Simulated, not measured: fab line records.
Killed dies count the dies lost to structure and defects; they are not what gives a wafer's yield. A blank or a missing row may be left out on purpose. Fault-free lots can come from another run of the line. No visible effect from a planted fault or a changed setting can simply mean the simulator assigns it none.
Matching of chambers -- flow sky130 -- 4 sister chambers for SKY_CONTACT_CMP_04 on cmp-01
The step polishes SiO2. 4 wafers are shown with their chamber, then 7 later ones without.

## EACH WAFER AND ITS CHAMBER
wafer,chamber,motorCurrentA (A)
L991.1,2,11.0
L991.6,0,12.5
L995.1,3,11.2
L995.4,1,12.2

## WAFERS WITHOUT THEIR CHAMBER
wafer,motorCurrentA (A)
L995.6,11.6
L996.2,11.0
L996.5,12.0
L996.6,12.0
L998.1,12.2
L998.2,11.2
L998.3,12.1

## THE CHAMBER EACH PASSED THROUGH
wafer,from the rows above,in truth
L995.6,can't be placed: 3 or 1 or 2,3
L996.2,can't be placed: 2 or 3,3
L996.5,can't be placed: 1 or 0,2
L996.6,can't be placed: 1 or 0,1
L998.1,can't be placed: 1 or 0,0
L998.2,can't be placed: 3 or 2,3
L998.3,can't be placed: 1 or 0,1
Correctly placed: 0 of 7. Can't be placed from these rows: 7 (the true chamber is among the candidates in 6). Placed wrongly: 0.
How it was worked out, from the rows above alone: a wafer's distance from a chamber is the root of the sum, over the readings, of the square of ((its reading less the chamber's mean) divided by the reading's scatter). If the next closest chamber is less than 2 further off than the closest, the wafer can't be placed; otherwise it belongs to the closest. A chamber's mean is the mean of its shown wafers. The scatter (one wafer shown for each chamber): square how far every hidden wafer sits from the nearest shown wafer, average those squares and take the square root.
